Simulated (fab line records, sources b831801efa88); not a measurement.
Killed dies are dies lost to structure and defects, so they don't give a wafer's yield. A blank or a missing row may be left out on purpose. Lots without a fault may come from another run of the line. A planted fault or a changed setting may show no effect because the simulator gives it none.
A sampling plan put to the test | flow gf180mcu | one fab line, 47 faults that these records tell of, each judged on the records of the lots that it struck; 1 more is left out, because the records don't allow judging it
The plan is the line's own looks: the steps of the route at which a gauge or an inspection reads the wafer and doesn't change it. A look can be judged if struck wafers have a number there and the file gives its usual mean and standard deviation on fault-free wafers. Caught: at a look after the fault's first step, the mean of the struck wafers lies 4 or more of those standard deviations (sigma) from the usual mean. On the tool: the same test on the tool's own readings at the fault's steps. Another recipe on the struck wafers, or a record that is blank for them alone, also counts as caught.

THE FAULTS, as the simulator had put them in
1. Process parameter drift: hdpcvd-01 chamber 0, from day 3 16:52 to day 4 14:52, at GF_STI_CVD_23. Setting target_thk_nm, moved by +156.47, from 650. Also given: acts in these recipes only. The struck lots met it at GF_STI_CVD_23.
2. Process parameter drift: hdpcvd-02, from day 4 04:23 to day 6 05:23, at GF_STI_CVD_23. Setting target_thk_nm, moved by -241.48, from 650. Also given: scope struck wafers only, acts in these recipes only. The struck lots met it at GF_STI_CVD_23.
3. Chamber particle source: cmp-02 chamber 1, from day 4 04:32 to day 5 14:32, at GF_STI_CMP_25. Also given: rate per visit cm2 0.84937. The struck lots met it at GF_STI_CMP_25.
4. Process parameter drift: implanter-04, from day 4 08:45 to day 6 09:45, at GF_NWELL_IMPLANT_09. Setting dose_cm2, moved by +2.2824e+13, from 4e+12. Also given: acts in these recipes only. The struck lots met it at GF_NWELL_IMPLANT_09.
5. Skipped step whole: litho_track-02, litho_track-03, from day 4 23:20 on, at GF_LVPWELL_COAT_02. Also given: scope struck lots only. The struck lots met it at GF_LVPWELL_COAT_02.
6. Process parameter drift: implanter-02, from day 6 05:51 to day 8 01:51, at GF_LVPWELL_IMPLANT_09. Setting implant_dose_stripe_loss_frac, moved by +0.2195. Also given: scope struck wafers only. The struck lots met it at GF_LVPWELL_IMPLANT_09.
7. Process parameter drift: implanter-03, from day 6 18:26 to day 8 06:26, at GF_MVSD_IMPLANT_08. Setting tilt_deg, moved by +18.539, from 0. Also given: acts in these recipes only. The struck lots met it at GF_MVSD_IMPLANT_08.
8. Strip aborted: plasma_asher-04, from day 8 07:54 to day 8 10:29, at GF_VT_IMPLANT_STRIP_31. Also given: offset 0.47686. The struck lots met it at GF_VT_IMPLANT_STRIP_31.
9. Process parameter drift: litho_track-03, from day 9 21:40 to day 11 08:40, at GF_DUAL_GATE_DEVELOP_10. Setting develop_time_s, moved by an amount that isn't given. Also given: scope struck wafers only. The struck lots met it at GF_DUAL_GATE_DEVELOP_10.
10. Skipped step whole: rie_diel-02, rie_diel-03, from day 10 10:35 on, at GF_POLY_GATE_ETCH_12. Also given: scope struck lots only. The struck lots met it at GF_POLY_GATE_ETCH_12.
11. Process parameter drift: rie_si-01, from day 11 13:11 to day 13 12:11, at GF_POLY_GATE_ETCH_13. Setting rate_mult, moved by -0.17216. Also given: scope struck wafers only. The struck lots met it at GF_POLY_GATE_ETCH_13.
12. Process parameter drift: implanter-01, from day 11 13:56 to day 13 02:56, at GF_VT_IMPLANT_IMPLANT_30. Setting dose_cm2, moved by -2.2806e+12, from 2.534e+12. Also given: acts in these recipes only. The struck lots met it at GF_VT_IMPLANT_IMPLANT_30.
13. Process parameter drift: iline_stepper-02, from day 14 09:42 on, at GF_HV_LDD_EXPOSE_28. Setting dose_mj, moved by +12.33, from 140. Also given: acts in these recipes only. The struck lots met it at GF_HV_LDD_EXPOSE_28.
14. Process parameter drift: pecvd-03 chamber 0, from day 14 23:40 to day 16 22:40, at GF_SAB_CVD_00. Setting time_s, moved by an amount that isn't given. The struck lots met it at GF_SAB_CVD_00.
15. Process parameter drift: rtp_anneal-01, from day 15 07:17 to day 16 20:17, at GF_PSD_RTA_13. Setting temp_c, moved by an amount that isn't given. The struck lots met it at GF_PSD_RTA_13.
16. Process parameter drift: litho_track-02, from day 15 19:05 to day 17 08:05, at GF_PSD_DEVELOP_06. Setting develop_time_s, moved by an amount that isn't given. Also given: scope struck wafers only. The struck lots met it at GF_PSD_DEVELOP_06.
17. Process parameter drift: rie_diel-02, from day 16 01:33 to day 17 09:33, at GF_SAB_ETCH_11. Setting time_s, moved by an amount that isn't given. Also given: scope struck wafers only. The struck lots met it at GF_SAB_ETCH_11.
18. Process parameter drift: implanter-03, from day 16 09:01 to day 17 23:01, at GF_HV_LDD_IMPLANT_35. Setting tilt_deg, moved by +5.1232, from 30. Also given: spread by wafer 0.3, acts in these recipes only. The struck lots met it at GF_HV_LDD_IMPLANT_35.
19. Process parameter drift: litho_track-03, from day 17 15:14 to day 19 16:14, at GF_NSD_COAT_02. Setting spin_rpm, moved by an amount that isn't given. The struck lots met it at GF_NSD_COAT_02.
20. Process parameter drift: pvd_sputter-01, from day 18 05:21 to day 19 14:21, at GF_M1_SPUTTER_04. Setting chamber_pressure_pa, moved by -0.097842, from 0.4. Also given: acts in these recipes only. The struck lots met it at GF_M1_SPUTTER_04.
21. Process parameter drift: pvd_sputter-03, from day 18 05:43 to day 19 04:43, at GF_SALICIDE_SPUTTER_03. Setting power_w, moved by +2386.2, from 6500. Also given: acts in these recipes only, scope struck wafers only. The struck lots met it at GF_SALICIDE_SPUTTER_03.
22. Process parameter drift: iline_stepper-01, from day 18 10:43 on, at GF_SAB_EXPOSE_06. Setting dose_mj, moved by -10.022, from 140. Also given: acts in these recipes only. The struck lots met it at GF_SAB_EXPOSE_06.
23. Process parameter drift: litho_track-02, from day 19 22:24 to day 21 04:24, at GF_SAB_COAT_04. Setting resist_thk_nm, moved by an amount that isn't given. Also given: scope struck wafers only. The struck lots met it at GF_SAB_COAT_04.
24. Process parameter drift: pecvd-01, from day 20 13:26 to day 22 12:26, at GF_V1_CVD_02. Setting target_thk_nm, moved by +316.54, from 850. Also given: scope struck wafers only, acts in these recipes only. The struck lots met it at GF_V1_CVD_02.
25. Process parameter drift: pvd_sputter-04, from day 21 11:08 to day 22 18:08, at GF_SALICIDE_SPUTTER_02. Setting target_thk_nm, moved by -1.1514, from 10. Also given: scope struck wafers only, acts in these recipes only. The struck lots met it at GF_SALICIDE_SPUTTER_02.
26. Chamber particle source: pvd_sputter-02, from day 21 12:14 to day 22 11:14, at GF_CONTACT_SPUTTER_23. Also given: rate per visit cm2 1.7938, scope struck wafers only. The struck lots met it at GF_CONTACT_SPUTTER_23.
27. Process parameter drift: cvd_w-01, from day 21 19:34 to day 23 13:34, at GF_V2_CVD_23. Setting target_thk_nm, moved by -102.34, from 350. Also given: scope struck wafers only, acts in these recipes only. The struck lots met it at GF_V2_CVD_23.
28. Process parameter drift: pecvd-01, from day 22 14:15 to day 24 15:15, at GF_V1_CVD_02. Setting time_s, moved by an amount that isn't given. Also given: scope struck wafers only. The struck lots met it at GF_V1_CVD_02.
29. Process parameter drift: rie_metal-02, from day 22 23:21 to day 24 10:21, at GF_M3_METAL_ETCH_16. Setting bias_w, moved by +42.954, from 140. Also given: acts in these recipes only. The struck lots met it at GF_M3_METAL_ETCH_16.
30. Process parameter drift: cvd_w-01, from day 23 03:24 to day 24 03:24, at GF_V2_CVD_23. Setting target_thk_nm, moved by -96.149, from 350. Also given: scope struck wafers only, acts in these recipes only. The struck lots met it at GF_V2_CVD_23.
31. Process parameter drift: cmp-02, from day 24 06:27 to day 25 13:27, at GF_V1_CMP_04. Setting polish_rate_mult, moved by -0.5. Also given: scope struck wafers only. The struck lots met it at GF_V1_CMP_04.
32. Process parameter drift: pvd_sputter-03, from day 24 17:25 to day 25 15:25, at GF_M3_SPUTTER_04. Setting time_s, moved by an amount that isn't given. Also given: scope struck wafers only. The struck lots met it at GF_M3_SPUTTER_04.
33. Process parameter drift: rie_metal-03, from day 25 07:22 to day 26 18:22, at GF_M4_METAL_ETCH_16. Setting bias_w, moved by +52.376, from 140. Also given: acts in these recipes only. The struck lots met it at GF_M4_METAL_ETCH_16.
34. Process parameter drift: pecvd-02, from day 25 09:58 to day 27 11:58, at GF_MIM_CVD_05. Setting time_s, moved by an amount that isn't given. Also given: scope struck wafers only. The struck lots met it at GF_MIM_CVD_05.
35. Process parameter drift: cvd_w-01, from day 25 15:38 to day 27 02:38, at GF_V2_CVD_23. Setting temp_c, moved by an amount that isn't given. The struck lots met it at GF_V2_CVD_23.
36. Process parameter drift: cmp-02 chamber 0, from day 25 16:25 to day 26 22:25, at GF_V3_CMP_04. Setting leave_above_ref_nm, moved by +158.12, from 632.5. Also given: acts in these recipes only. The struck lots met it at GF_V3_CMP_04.
37. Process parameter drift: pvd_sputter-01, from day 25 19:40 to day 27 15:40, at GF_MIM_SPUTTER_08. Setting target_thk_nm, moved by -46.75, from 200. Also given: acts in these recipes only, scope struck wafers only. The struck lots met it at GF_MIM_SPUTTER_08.
38. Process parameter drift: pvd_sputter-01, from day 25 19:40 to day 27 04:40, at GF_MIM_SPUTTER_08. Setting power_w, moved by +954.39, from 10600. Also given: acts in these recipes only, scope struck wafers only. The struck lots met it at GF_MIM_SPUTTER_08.
39. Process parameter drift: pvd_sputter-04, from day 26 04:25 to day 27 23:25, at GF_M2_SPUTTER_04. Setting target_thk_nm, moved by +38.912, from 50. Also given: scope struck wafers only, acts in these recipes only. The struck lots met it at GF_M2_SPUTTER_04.
40. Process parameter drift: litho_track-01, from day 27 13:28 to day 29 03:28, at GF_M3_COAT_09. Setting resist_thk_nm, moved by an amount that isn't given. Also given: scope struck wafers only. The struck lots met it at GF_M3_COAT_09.
41. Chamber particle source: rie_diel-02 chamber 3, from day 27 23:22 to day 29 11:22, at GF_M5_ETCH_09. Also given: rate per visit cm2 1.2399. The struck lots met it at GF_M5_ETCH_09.
42. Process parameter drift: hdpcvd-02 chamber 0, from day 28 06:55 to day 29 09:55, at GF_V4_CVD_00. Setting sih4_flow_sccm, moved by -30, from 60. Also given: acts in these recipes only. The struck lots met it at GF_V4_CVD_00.
43. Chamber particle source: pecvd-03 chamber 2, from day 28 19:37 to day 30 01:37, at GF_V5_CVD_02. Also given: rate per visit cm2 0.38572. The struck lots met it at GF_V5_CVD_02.
44. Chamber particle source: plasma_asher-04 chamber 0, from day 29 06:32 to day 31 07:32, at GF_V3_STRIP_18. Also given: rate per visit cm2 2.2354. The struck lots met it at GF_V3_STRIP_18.
45. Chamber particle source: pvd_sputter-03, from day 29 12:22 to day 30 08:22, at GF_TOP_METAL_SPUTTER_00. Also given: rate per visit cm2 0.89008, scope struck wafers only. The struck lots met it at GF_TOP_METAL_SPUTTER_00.
46. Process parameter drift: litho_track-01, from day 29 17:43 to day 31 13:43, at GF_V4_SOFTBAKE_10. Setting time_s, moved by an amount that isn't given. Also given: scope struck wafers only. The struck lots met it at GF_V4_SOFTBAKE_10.
47. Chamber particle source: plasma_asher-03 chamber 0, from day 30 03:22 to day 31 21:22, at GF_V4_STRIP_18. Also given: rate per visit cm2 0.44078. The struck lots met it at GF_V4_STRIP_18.

WHAT THE PLAN SAW
fault | on the tool itself                               | first look that catches it                      | reading, sigma                             | median hours from its first step to that look | hours from the fault's start to the first struck lot there | judged looks passed uncaught
1     | no reading that can be judged                    | GF_STI_THK_MEAS_24                              | STI_CVD_23_THK +23                         | 0.1                                           | 5                                                          | 0
2     | no reading that can be judged                    | GF_STI_THK_MEAS_24                              | STI_CVD_23_THK -34                         | 0.1                                           | 3                                                          | 0
3     | under 2 sigma                                    | none of the 2 looks that can be judged after it | -                                          | -                                             | -                                                          | 2
4     | dose_ions_cm2 +99 or beyond sigma                | GF_NWELL_TW_MEAS_11                             | NWELL_TW +18                               | 0.2                                           | 6                                                          | 0
5     | the tool's record is blank for the struck wafers | GF_MVPSD_TW_MEAS_11                             | MVPSD_TW +15                               | 36.8                                          | 38                                                         | 0
6     | under 2 sigma                                    | GF_VT_IMPLANT_RS_MEAS_48                        | LVPWELL_RS +10                             | 100.3                                         | 106                                                        | 1
7     | tilt_deg +99 or beyond sigma                     | GF_MVSD_TW_MEAS_11                              | MVSD_TW +7.4                               | 0.4                                           | 7                                                          | 0
8     | oes_product_au +51 sigma                         | GF_VT_IMPLANT_TW_MEAS_43                        | VT_IMPLANT_4_TW -99 or beyond              | 16.8                                          | 19                                                         | 0
9     | under 2 sigma                                    | no look after it can be judged                  | -                                          | -                                             | -                                                          | 0
10    | the tool's record is blank for the struck wafers | no look after it can be judged                  | -                                          | -                                             | -                                                          | 0
11    | oes_product_au -13 sigma                         | no look after it can be judged                  | -                                          | -                                             | -                                                          | 0
12    | dose_ions_cm2 -99 or beyond sigma                | GF_VT_IMPLANT_TW_MEAS_32                        | VT_IMPLANT_3_TW -60                        | 0.2                                           | 13                                                         | 0
13    | exposure_dose_mJ_cm2 +99 or beyond sigma         | GF_HV_LDD_CD_MEAS_31                            | cd_nm +11                                  | 10.1                                          | 14                                                         | 0
14    | under 2 sigma                                    | GF_SAB_THK_MEAS_01                              | SAB_CVD_00_THK +15                         | 0.0                                           | 3                                                          | 0
15    | only faintly: lamp_power_pct +2.1 sigma          | GF_PSD_RS_MEAS_14                               | NSD_RS -34                                 | 0.1                                           | 5                                                          | 0
16    | no reading that can be judged                    | GF_PSD_CD_MEAS_07                               | cd_nm +7.3                                 | 0.2                                           | 9                                                          | 0
17    | under 2 sigma                                    | no look after it can be judged                  | -                                          | -                                             | -                                                          | 0
18    | no reading that can be judged                    | none of the 2 looks that can be judged after it | -                                          | -                                             | -                                                          | 2
19    | spin_speed_rpm -65 sigma                         | no look after it can be judged                  | -                                          | -                                             | -                                                          | 0
20    | chamber_pressure_pa -99 or beyond sigma          | none of the 7 looks that can be judged after it | -                                          | -                                             | -                                                          | 7
21    | cathode_dc_power_W +99 or beyond sigma           | GF_SALICIDE_RS_MEAS_04                          | SALICIDE_TIN_RS -5.8                       | 0.1                                           | 9                                                          | 0
22    | exposure_dose_mJ_cm2 -60 sigma                   | GF_SAB_CD_MEAS_09                               | cd_nm +7.6                                 | 11.7                                          | 12                                                         | 0
23    | under 2 sigma                                    | GF_SAB_CD_MEAS_09                               | cd_nm +4.2                                 | 12.8                                          | 16                                                         | 0
24    | under 2 sigma                                    | GF_V1_THK_MEAS_03                               | V1_CVD_02_THK +25                          | 0.1                                           | 14                                                         | 0
25    | under 2 sigma                                    | GF_SALICIDE_RS_MEAS_04                          | SALICIDE_TIN_RS +6.9                       | 0.1                                           | 12                                                         | 0
26    | under 2 sigma                                    | not the one look that can be judged after it    | -                                          | -                                             | -                                                          | 1
27    | under 2 sigma                                    | GF_V2_RS_MEAS_24                                | V2_W_RS +29                                | 0.1                                           | 7                                                          | 0
28    | run_length_s +24 sigma                           | GF_V1_THK_MEAS_03                               | V1_CVD_02_THK +9.2                         | 0.1                                           | 11                                                         | 0
29    | bias_w +99 or beyond sigma                       | not the one look that can be judged after it    | -                                          | -                                             | -                                                          | 1
30    | under 2 sigma                                    | GF_V2_RS_MEAS_24                                | V2_W_RS +25                                | 0.1                                           | 8                                                          | 0
31    | only faintly: time_to_endpoint_s +3.4 sigma      | no look after it can be judged                  | -                                          | -                                             | -                                                          | 0
32    | under 2 sigma                                    | GF_M3_THK_MEAS_06                               | M3_ALCU_THK +4.7                           | 0.2                                           | 12                                                         | 0
33    | bias_w +99 or beyond sigma                       | not the one look that can be judged after it    | -                                          | -                                             | -                                                          | 1
34    | run_length_s -4.2 sigma                          | GF_MIM_THK_MEAS_06                              | MIM_CVD_05_THK -4.0                        | 0.0                                           | 4                                                          | 0
35    | susceptor_temp_C +99 or beyond sigma             | GF_V2_RS_MEAS_24                                | V2_W_RS -29                                | 0.1                                           | 6                                                          | 0
36    | time_to_endpoint_s -10 sigma                     | no look after it can be judged                  | -                                          | -                                             | -                                                          | 0
37    | under 2 sigma                                    | GF_MIM_RS_MEAS_10                               | MIM_ALCU_RS +27                            | 0.1                                           | 13                                                         | 0
38    | cathode_dc_power_W +99 or beyond sigma           | GF_MIM_RS_MEAS_10                               | MIM_ALCU_RS -8.2                           | 0.1                                           | 13                                                         | 0
39    | under 2 sigma                                    | GF_M2_THK_MEAS_06                               | M2_ALCU_THK -5.2                           | 0.2                                           | 6                                                          | 1
40    | under 2 sigma                                    | no look after it can be judged                  | -                                          | -                                             | -                                                          | 0
41    | under 2 sigma                                    | none of the 2 looks that can be judged after it | -                                          | -                                             | -                                                          | 2
42    | sih4_flow_sccm -99 or beyond sigma               | GF_V4_THK_MEAS_01                               | V4_CVD_00_THK -45                          | 0.1                                           | 3                                                          | 0
43    | under 2 sigma                                    | none of the 6 looks that can be judged after it | -                                          | -                                             | -                                                          | 6
44    | under 2 sigma                                    | not the one look that can be judged after it    | -                                          | -                                             | -                                                          | 1
45    | under 2 sigma                                    | no look after it can be judged                  | -                                          | -                                             | -                                                          | 0
46    | run_length_s +99 or beyond sigma                 | none of the 2 looks that can be judged after it | strongest: cd_nm at GF_V4_CD_MEAS_14, +2.2 | -                                             | -                                                          | 2
47    | under 2 sigma                                    | none of the 3 looks that can be judged after it | -                                          | -                                             | -                                                          | 3
A dash: the fault isn't caught, or these records don't give the number.

Caught at a look: 27 of 47. Caught on the tool: 21 of 47. By one or the other: 35 of 47.
Caught on the tool alone: faults 10, 11, 19, 20, 29, 33, 36, 46.
Caught at a look alone: faults 1, 2, 6, 14, 15, 16, 23, 24, 25, 27, 30, 32, 37, 39.
Caught by neither: faults 3, 9, 17, 18, 26, 31, 40, 41, 43, 44, 45, 47.

THINNER SAMPLING
If the look that catches a fault measured only every second or every third lot, by lot number, the first struck lot would be measured this late in the worst case:
fault | struck lots at that look, in order of time | every lot | every second lot | every third lot
1     | L434, L437                                 | 5 h       | 19 h             | may miss all 2
2     | L272, L279                                 | 3 h       | 47 h             | may miss all 2
4     | L790, L792, L795                           | 6 h       | 30 h             | may miss all 3
5     | L578, L579, L580                           | 38 h      | 47 h             | 48 h
6     | L209, L210                                 | 106 h     | 122 h            | may miss all 2
7     | L789, L790                                 | 7 h       | 10 h             | may miss all 2
8     | L508                                       | 19 h      | may miss it      | may miss it
12    | L171, L174                                 | 13 h      | 36 h             | may miss all 2
13    | L448, L451                                 | 14 h      | 42 h             | may miss all 2
14    | L298, L299                                 | 3 h       | 12 h             | may miss all 2
15    | L833, L834                                 | 5 h       | 16 h             | may miss all 2
16    | L960, L961                                 | 9 h       | 19 h             | may miss all 2
21    | L965, L967                                 | 9 h       | may miss all 2   | may miss all 2
22    | L528, L529, L530, L535                     | 12 h      | 12 h             | 37 h
23    | L262, L263                                 | 16 h      | 24 h             | may miss all 2
24    | L150                                       | 14 h      | may miss it      | may miss it
25    | L278, L279                                 | 12 h      | 23 h             | may miss all 2
27    | L862, L864, L866                           | 7 h       | may miss all 3   | 40 h
28    | L197, L200                                 | 11 h      | 45 h             | may miss all 2
30    | L293, L294                                 | 8 h       | 16 h             | may miss all 2
32    | L989, L990                                 | 12 h      | 17 h             | may miss all 2
34    | L891, L896                                 | 4 h       | 40 h             | may miss all 2
35    | L684, L685                                 | 6 h       | 30 h             | may miss all 2
37    | L509, L510                                 | 13 h      | 23 h             | may miss all 2
38    | L392, L393                                 | 13 h      | 23 h             | may miss all 2
39    | L565, L566                                 | 6 h       | 13 h             | may miss all 2
42    | L531, L532                                 | 3 h       | 8 h              | may miss all 2
Hours are from the fault's start to the first struck lot that is measured. The limit of 4 sigma was tested on all struck wafers together, so one lot alone may lie under it. Other struck lots may not be in these records.

THE LONGEST TIMED WAY FROM STEP TO LOOK
Fault 6: a median of 100.3 hours passes between GF_LVPWELL_IMPLANT_09 and GF_VT_IMPLANT_RS_MEAS_48. The look between them that can be judged stayed within 4 sigma: GF_LVPWELL_TW_MEAS_11.
